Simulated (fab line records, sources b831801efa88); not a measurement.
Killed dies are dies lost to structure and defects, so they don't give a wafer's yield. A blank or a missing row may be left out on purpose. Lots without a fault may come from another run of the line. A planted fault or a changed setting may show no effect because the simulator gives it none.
A struck lot beside a sound one | flow sfq_line | 14 steps out of a route of 325
Sound: wafers L397.1, L397.3, L397.5. Struck: wafers L410.1, L410.5, L410.6. The cause comes at the end.
At each step with rows: each side's tool, then ch and its chambers, then its first start. Under that, the readings that differ: sound wafers | struck wafers | difference of the means | sigmas: that difference in standard deviations of wafers without a fault.
alike: readings whose means differ by less than 2 such deviations, and words and numbers that are the same on both sides. not compared: withheld readings, readings that some wafer has no value for, bounds like >300 that may hide the same value, and numbers for which the record gives no deviation and whose values overlap.
The two part at a step that has a row with sigmas, a row that says differs or no value, or rows on one side only. Numbers that don't overlap but have no deviation are shown without sigmas and don't part them. A reading that every wafer of one side lacks parts them only if that side has two wafers or more.

first, 1 step without rows for these wafers: SFQ_TRILAYER_M3_STRIP_SOLV_CLEAN_080 (cleans in NMP, time 600 s).
SFQ_TRILAYER_I3_DEP_PECVD_081: deposits SiO2 from SiH4/N2O, time 111.11 s, target thk 500 nm.
  sound on pecvd-04 ch 0,2, day 40 07:17; struck on pecvd-02 ch 0,1, day 45 00:04
  alike: heater_power_w, throttle_valve_pct
SFQ_TRILAYER_I3_CMP_CMP_082: polishes SiO2.
  sound on cmp-01 ch 0,1,3, day 41 03:13; struck on cmp-01 ch 1,2, day 45 11:05
  reading                | sound       | struck      | difference | sigmas
  time_to_endpoint_s (s) | 209 214 215 | 233 226 234 | +18        | +2
  alike: head_pressure_psi, motor_current_A
SFQ_I3_BOW_MEAS_922:
  sound on film_metro-02, day 41 06:13; struck on film_metro-03, day 45 13:35
  alike: I3_BOW
SFQ_TRILAYER_I3_METRO_MEASURE_083:
  sound on film_metro-02, day 41 06:20; struck on film_metro-03, day 45 13:42
  alike: thk_nm
then, 4 steps without rows for these wafers: SFQ_TRILAYER_I3_VIA_LITHO_COAT_090 (resist thk 62 nm); SFQ_TRILAYER_I3_VIA_LITHO_COAT_085 (resist thk 646.2 nm); SFQ_TRILAYER_I3_VIA_LITHO_SOFTBAKE_089; SFQ_TRILAYER_I3_VIA_LITHO_EXPOSE_086 (exposes mask I3, target cd 500 nm).
-- the record jumps here: 6 days lie between the struck wafers' starts before and after --
SFQ_TRILAYER_I3_VIA_LITHO_PEB_088: peb time 62.31 s.
  sound on litho_track-02 ch 0, day 46 15:29; struck on litho_track-02 ch 0, day 51 07:04
  reading                     | sound                | struck               | difference | sigmas
  plate_sensor_t_centre_C (C) | 115.96 115.96 115.95 | 115.93 115.94 115.94 | -0.02      | -2
  alike: chill_plate_temp_C, plate_sensor_t_edge_C
then, 1 step without rows for these wafers: SFQ_TRILAYER_I3_VIA_LITHO_DEVELOP_087 (time 60 s).
SFQ_I3_OVL_MEAS_923:
  sound on overlay-01, day 46 15:47; struck on overlay-01, day 51 07:22
  alike: I3_OVL
SFQ_TRILAYER_I3_VIA_BARC_OPEN_VIA_ETCH_121: etches BARC in O2, target depth 125 nm, time 41.7 s.
  sound on rie_diel-04 ch 2,3, day 46 15:49; struck on rie_diel-01 ch 1,2,3, day 51 07:24
  reading                        | sound                | struck               | difference | sigmas
  chamber_pressure_mTorr (mTorr) | 30.009 30.006 30.001 | 24.027 23.985 23.996 | -6.003     | -99 or more
  alike: drypump_motor_current_A, oes_product_au
  not compared: rf_hours_counter_h
SFQ_TRILAYER_I3_VIA_ETCH_VIA_ETCH_088: etches SiO2 in CHF3, stops on Nb, target depth 260 nm.
  sound on rie_diel-04 ch 2,3, day 46 15:52; struck on rie_diel-01 ch 1,2,3, day 51 07:26
  reading               | sound             | struck            | difference | sigmas
  oes_product_au (a.u.) | 0.854 0.850 0.848 | 0.870 0.861 0.860 | +0.013     | +2
  alike: chamber_pressure_mTorr, drypump_motor_current_A

WHERE THEY PART
First at SFQ_TRILAYER_I3_CMP_CMP_082; last, within this record, at SFQ_TRILAYER_I3_VIA_ETCH_VIA_ETCH_088.

WHY: what the simulator had put in
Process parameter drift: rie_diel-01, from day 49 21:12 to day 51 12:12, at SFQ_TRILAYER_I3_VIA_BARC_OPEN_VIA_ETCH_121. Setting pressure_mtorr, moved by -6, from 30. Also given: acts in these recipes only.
